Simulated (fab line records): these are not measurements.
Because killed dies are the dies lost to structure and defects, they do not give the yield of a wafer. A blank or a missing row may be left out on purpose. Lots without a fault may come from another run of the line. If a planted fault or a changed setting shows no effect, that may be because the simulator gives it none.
fab line records	flow sfq-line
[record] lots = 5	wafers = 14	last-day = 83
route steps=325 shown M7@289 I7@296
lots untouched by any fault: they come from a run of this same line in which no faults occurred
start-h: start of the lot's first displayed wafer, in hours after the record's first day	wait-h: hours since the lot's step before	" unchanged from the row above	L1.1+2: one row covering several wafers at once	- no value, or no start given	* or withheld: withheld	< > ~ a bound
route shown NAME@n: names a module that has steps shown in the file, with the first one's number in the route	usual: mean/standard deviation taken from wafers without a fault	same: alike in all rows	chamber/n: place in a boat	sites: per-site readings	_std_site: the values' standard deviation	_edge_site: the outer-site mean with the inner-site mean subtracted	radius-mm: for every site, how far away it sits from the centre of the wafer	mask NAME#n: copy n	behind: the last tool/chamber to shape the wafer	hold: reason for holding the lot/hours on hold/outcome of the hold	device: the transistor (n, p or np) that didn't switch	end of line: the same wafers' tests at the end of the route	a step without rows: its recipe alone	killed: dies that structure and defects cost at the first sort, which is not the same as the wafer's yield	map: per-die view of a wafer (x killed, . not killed, _ where there is no die)
set.NAME: the setting that was run; set.NAME@STEP: the one run at that earlier step	model.NAME: the simulator's own value behind a step, which no gauge read
lots at selected steps of the route; one table per step, one row per wafer
services: when a tool's chamber went out of use (start-h, in hours from the record's first day, below 0 if earlier), for how many hours, and the reason
[[steps]]
[step SFQ_TRILAYER_M7_LITHO_PEB_180]
[recipe] peb-temp-c = 115	peb-time-s = 60	resist = KrF
[step SFQ_TRILAYER_M7_LITHO_DEVELOP_179]
[recipe] time-s = 60	resist = KrF
[step SFQ_M7_OVL_MEAS_945]
[usual] M7_OVL = 2/5.1
lot.wafer	tool	chamber	start-h	wait-h	M7_OVL[nm]
L472.2	overlay-02	-	1660.95	0.1	4
L472.3	"	-	"	"	10
L472.5	"	-	"	"	8
L478.2	overlay-02	-	1750.14	0.1	-2
L478.4	"	-	"	"	-1
L478.6	"	-	"	"	-5
L480.2	overlay-02	-	1758.54	0.1	17
L480.4	"	-	"	"	11
L480.5	"	-	"	"	12
L490.2	overlay-02	-	1899.47	0.1	7
L490.4	"	-	"	"	2
L491.1	overlay-02	-	1901.87	0.1	9
L491.2	"	-	"	"	11
L491.3	"	-	"	"	1
[step SFQ_TRILAYER_M7_BARC_OPEN_METAL_ETCH_229]
[recipe] mask-material = PR	chemistry = O2	target-depth-nm = 125	target = BARC	icp-w = 600	bias-w = 80	pressure-mtorr = 10	time-s = 41.7
[usual] drypump-motor-current-A = 5.9/0.53	oes-product-au = 0.685/0.0048
lot.wafer	tool	chamber	start-h	wait-h	drypump-motor-current-A	oes-product-au	rf-hours-counter-h
L472.2	rie-metal-03	0	1660.98	0.0	5.9	0.681	81
L472.3	"	0	"	"	5.9	0.688	-
L472.5	"	0	"	"	5.9	0.679	-
L478.2	rie-metal-02	1	1750.17	0.0	5.9	0.685	83
L478.4	"	1	"	"	5.9	0.686	-
L478.6	"	0	"	"	6.6	0.691	-
L480.2	rie-metal-02	0	1758.57	0.0	6.6	0.689	34
L480.4	"	1	"	"	5.9	0.679	-
L480.5	"	1	"	"	5.9	0.690	-
L490.2	rie-metal-02	1	1899.50	0.0	5.9	0.683	104
L490.4	"	0	"	"	6.6	0.684	-
L491.1	rie-metal-04	0	1901.90	0.0	6.2	0.685	95
L491.2	"	1	"	"	5.3	0.683	105
L491.3	"	1	"	"	5.3	0.682	-
[step SFQ_TRILAYER_M7_ETCH_METAL_ETCH_180]
[recipe] target = Nb	stop-on = SiO2	mask-material = PR	chemistry = Cl2/Ar	target-depth-nm = 240	icp-w = 600	bias-w = 80	pressure-mtorr = 10	time-s = 120
[step SFQ_TRILAYER_M7_STRIP_STRIP_181]
[recipe] gas = O2	power-w = 200	platen-temp-c = 40	overash-fraction = 0.65	chemistry = O2	pressure-mtorr = 50
[usual] drypump-motor-current-A = 5.9/0.53	oes-product-au = 0.998/0.0097
lot.wafer	tool	chamber	start-h	wait-h	drypump-motor-current-A	oes-product-au	rf-hours-counter-h
L472.2	rie-metal-03	0	1661.17	0.1	5.9	0.994	81
L472.3	"	0	"	"	5.9	0.997	-
L472.5	"	0	"	"	6.0	1.000	-
L478.2	rie-metal-02	1	1750.36	0.1	6.0	1.000	83
L478.4	"	1	"	"	5.9	0.991	-
L478.6	"	0	"	"	6.6	0.988	-
L480.2	rie-metal-02	0	1758.76	0.1	6.6	0.993	34
L480.4	"	1	"	"	5.9	0.989	-
L480.5	"	1	"	"	5.9	0.984	-
L490.2	rie-metal-02	1	1899.69	0.1	6.0	0.995	104
L490.4	"	0	"	"	6.6	0.989	-
L491.1	rie-metal-04	0	1902.09	0.1	6.2	1.004	95
L491.2	"	1	"	"	5.3	1.015	105
L491.3	"	1	"	"	5.3	1.011	-
[step SFQ_TRILAYER_M7_STRIP_SOLV_CLEAN_182]
[recipe] chemistry = NMP	temp-c = 70	time-s = 600
[step SFQ_TRILAYER_I7_DEP_PECVD_183]
[recipe] material = SiO2	temp-c = 150	time-s = 111.11	pressure-torr = 2.4	rf-w = 183.3	precursor = SiH4/N2O	target-thk-nm = 500
[step SFQ_TRILAYER_I7_CMP_CMP_184]
[recipe] material = SiO2	down-force-psi = 3	platen-rpm = 60	pad-velocity-m-s = 0.94248
[usual] motor-current-A = 10.6/0.57	slurry-flow-ml-min = 150.0/0.47	time-to-endpoint-s = 213/5.9
lot.wafer	tool	chamber	start-h	wait-h	motor-current-A	slurry-flow-ml-min	time-to-endpoint-s
L472.3	cmp-02	3	1675.65	13.7	11.1	149.9	213
L472.2	"	0	"	"	9.8	149.3	212
L472.5	"	3	1677.65	15.6	10.5	150.1	217
L478.2	cmp-02	3	1752.53	1.4	10.9	149.8	207
L478.4	"	1	1753.53	2.3	9.9	150.1	213
L478.6	"	3	1754.53	3.3	10.8	150.3	207
L480.2	cmp-02	1	1761.91	2.3	10.3	149.4	217
L480.4	"	2	"	"	12.1	150.9	219
L480.5	"	1	1763.91	4.3	10.0	150.1	226
L490.2	cmp-02	1	1901.04	0.5	10.3	150.1	221
L490.4	"	2	"	"	11.7	149.8	223
L491.2	cmp-01	1	1903.28	0.4	10.5	150.0	205
L491.3	"	2	"	"	11.0	150.0	214
L491.1	"	0	1904.78	1.9	10.4	148.6	214
[step SFQ_I7_BOW_MEAS_946]
[recipe] mode = bow
[usual] I7_BOW = 6/10
lot.wafer	tool	chamber	start-h	wait-h	I7_BOW[um]
L472.2	film-metro-03	-	1678.67	2.0	11
L472.3	"	-	"	"	-5
L472.5	"	-	"	"	-7
L478.2	film-metro-03	-	1755.05	2.0	8
L478.4	"	-	"	"	1
L478.6	"	-	"	"	14
L480.2	film-metro-02	-	1764.43	2.0	-2
L480.4	"	-	"	"	-6
L480.5	"	-	"	"	-14
L490.2	film-metro-03	-	1903.56	2.0	13
L490.4	"	-	"	"	-8
L491.1	film-metro-02	-	1906.28	1.0	0
L491.2	"	-	"	"	8
L491.3	"	-	"	"	4
[step SFQ_TRILAYER_I7_METRO_MEASURE_185]
[step SFQ_TRILAYER_I7_VIA_LITHO_COAT_192]
[recipe] resist = BARC	spin-rpm = 3000	resist-thk-nm = 62
[step SFQ_TRILAYER_I7_VIA_LITHO_COAT_187]
[recipe] resist = KrF	spin-rpm = 3000	resist-thk-nm = 650
lot.wafer	tool	chamber	start-h	wait-h	model.KrF_of_TRILAYER_I7_VIA_LITHO_COAT_187.thk-nm
L472.2	litho-track-04	0	1680.32	0.2	650.5
L472.3	"	0	"	"	651.8
L472.5	"	0	"	"	651
L478.2	litho-track-04	0	1756.70	0.2	650.4
L478.4	"	0	"	"	650
L478.6	"	0	"	"	649.9
L480.2	litho-track-03	0	1766.08	0.2	649.3
L480.4	"	0	"	"	652
L480.5	"	0	"	"	649.9
L490.2	litho-track-03	0	1905.21	0.2	627.1
L490.4	"	0	"	"	626.9
L491.1+3	litho-track-04	0	1907.90	0.2	653.1
L491.2	"	0	"	"	651.9
[step SFQ_TRILAYER_I7_VIA_LITHO_SOFTBAKE_191]
[recipe] temp-c = withheld	time-s = withheld	resist = KrF
[step SFQ_TRILAYER_I7_VIA_LITHO_EXPOSE_188]
[recipe] mask-id = I7	na = 0.6	source-shape = conventional	sigma-outer = 0.65	target-cd-nm = 1000	dose-mj = 21.3
[step SFQ_TRILAYER_I7_VIA_LITHO_PEB_190]
[recipe] peb-temp-c = 115	peb-time-s = 60	resist = KrF
[step SFQ_TRILAYER_I7_VIA_LITHO_DEVELOP_189]
[recipe] time-s = 60	resist = KrF
[step SFQ_I7_OVL_MEAS_947]
[usual] I7_OVL = 3/6.2
lot.wafer	tool	chamber	start-h	wait-h	I7_OVL[nm]
L472.2	overlay-02	-	1699.15	0.1	-4
L472.3	"	-	"	"	8
L472.5	"	-	"	"	7
L478.2	overlay-02	-	1762.14	0.1	7
L478.4	"	-	"	"	3
L478.6	"	-	"	"	1
L480.2	overlay-02	-	1819.97	0.1	13
L480.4	"	-	"	"	16
L480.5	"	-	"	"	9
L490.2	overlay-02	-	1912.67	0.1	8
L490.4	"	-	"	"	1
L491.1	overlay-02	-	1915.07	0.1	18
L491.2	"	-	"	"	1
L491.3	"	-	"	"	15
[step SFQ_TRILAYER_I7_VIA_BARC_OPEN_VIA_ETCH_260]
[recipe] mask-material = PR	chemistry = O2	target-depth-nm = 125	target = BARC	source-w = 500	bias-w = 80	pressure-mtorr = 30	time-s = 41.7
[usual] drypump-motor-current-A = 5.6/0.46	oes-product-au = 0.685/0.0048
lot.wafer	tool	chamber	start-h	wait-h	drypump-motor-current-A	oes-product-au	rf-hours-counter-h
L472.2	rie-diel-04	0	1699.18	0.0	6.1	0.675	11
L472.3	"	3	"	"	5.6	0.679	5
L472.5	"	0	"	"	6.1	0.690	-
L478.2	rie-diel-04	2	1762.17	0.0	5.6	0.685	3
L478.4	"	1	"	"	4.9	0.692	4
L478.6	"	0	"	"	6.1	0.690	-
L480.2	rie-diel-03	0	1820.00	0.0	6.3	0.679	14
L480.4	"	3	"	"	5.7	0.689	6
L480.5	"	3	"	"	5.7	0.688	-
L490.2	rie-diel-04	0	1912.70	0.0	6.1	0.682	14
L490.4	"	3	"	"	5.5	0.682	10
L491.1	rie-diel-02	2	1915.10	0.0	5.6	0.694	11
L491.2	"	3	"	"	5.3	0.687	13
L491.3	"	0	"	"	6.4	0.691	18
[step SFQ_TRILAYER_I7_VIA_ETCH_VIA_ETCH_190]
[recipe] target = SiO2	stop-on = Nb	mask-material = PR	taper-deg = 20	chemistry = CHF3	target-depth-nm = 260	source-w = 500	bias-w = 80	pressure-mtorr = 30	time-s = withheld
[usual] drypump-motor-current-A = 5.6/0.45	oes-product-au = 0.854/0.0049
lot.wafer	tool	chamber	start-h	wait-h	drypump-motor-current-A	oes-product-au	model.KrF_of_TRILAYER_I7_VIA_LITHO_COAT_187.thk-nm
L472.2	rie-diel-04	0	1699.22	0.0	6.1	0.854	528
L472.3	"	3	"	"	5.6	0.844	530.6
L472.5	"	0	"	"	6.1	0.852	528.6
L478.2	rie-diel-04	2	1762.21	0.0	5.6	0.853	526.2
L478.4	"	1	"	"	4.8	0.857	527.6
L478.6	"	0	"	"	6.2	0.860	526.3
L480.2	rie-diel-03	0	1820.04	0.0	6.3	0.860	528.7
L480.4	"	3	"	"	5.8	0.855	531.1
L480.5	"	3	"	"	5.7	0.852	528.6
L490.2	rie-diel-04	0	1912.74	0.0	6.1	0.852	504.6
L490.4	"	3	"	"	5.6	0.858	505
L491.1	rie-diel-02	2	1915.14	0.0	5.6	0.859	530.6
L491.2	"	3	"	"	5.3	0.858	529.3
L491.3	"	0	"	"	6.4	0.858	530.9
[step SFQ_TRILAYER_I7_VIA_STRIP_STRIP_191]
[recipe] gas = O2	power-w = 200	platen-temp-c = 40	overash-fraction = 0.65	chemistry = O2	pressure-mtorr = 50
[usual] drypump-motor-current-A = 5.7/0.51	oes-product-au = 0.997/0.0082
lot.wafer	tool	chamber	start-h	wait-h	drypump-motor-current-A	oes-product-au	rf-hours-counter-h
L472.2	rie-metal-03	0	1699.34	-	5.9	1.006	86
L472.3	"	0	"	"	5.9	0.984	-
L472.5	"	1	"	"	5.0	1.001	-
L478.2	rie-metal-03	1	1762.32	-	5.0	0.987	31
L478.4	"	1	"	"	5.0	1.001	-
L478.6	"	1	"	"	5.0	1.004	-
L480.2	rie-metal-03	0	1820.15	-	5.9	0.996	104
L480.4	"	0	"	"	6.0	0.998	-
L480.5	"	1	"	"	5.0	0.991	-
L490.2	rie-metal-02	0	1912.86	-	6.6	0.992	55
L490.4	"	0	"	"	6.6	0.980	-
L491.1	rie-metal-02	1	1915.26	-	6.0	0.995	106
L491.2	"	0	"	"	6.6	0.985	56
L491.3	"	1	"	"	5.9	0.988	-
[[services]]
tool	chamber	start-h	hours	kind
rie-diel-02	-	1637.06	2.8	pm
rie-diel-03	2	1646.57	6.0	repair
rie-diel-02	3	1659.84	3.4	repair
cmp-02	-	1667.90	4.7	pm
rie-diel-04	3	1673.78	20.3	repair
rie-metal-02	1	1685.65	4.7	repair
cmp-02	-	1685.85	2.0	repair
rie-diel-04	2	1692.74	8.1	repair
rie-diel-02	3	1716.63	39.4	repair
rie-diel-03	0	1720.60	5.3	repair
rie-diel-03	2	1721.16	3.1	repair
cmp-02	-	1732.14	1.4	repair
rie-diel-03	-	1740.01	14.6	pm
rie-metal-04	-	1761.46	1.6	repair
cmp-02	-	1776.41	4.0	pm
rie-diel-04	0	1802.91	2.8	repair
rie-diel-02	-	1810.16	0.1	repair
rie-metal-04	1	1828.89	28.8	repair
rie-diel-02	1	1835.50	2.8	repair
rie-diel-04	0	1840.31	13.9	repair
rie-diel-04	0	1856.10	8.6	repair
rie-diel-02	3	1860.08	5.5	repair
cmp-02	-	1866.58	3.8	repair
rie-diel-03	2	1881.05	12.3	repair
[[key]]
first-sign none at tools or gauges
[model-effect] step = SFQ_TRILAYER_I7_VIA_LITHO_COAT_187	value = KrF_of_TRILAYER_I7_VIA_LITHO_COAT_187.thk-nm	without = 649.5	struck = 627
[model-effect] step = SFQ_TRILAYER_I7_VIA_ETCH_VIA_ETCH_190	value = KrF_of_TRILAYER_I7_VIA_LITHO_COAT_187.thk-nm	without = 527.3	struck = 504.8
met-at SFQ_TRILAYER_I7_VIA_LITHO_COAT_187
struck-wafers L490.2,L490.4
onset-between 1766.08 1905.21
also-fits SFQ_TRILAYER_M7_BARC_OPEN_METAL_ETCH_229:rie-metal-02,SFQ_TRILAYER_M7_STRIP_STRIP_181:rie-metal-02,SFQ_TRILAYER_I7_CMP_CMP_184:cmp-02
[fault] kind = process-parameter-drift	tool = litho-track-03	chamber = -	onset-h = 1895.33	steps = SFQ_TRILAYER_I7_VIA_LITHO_COAT_187	channel = resist-thk-nm	offset = -22.53	shape = step	end-h = 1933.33	scope = struck-wafers-only	acts-in = these-recipes-only	stated = 650
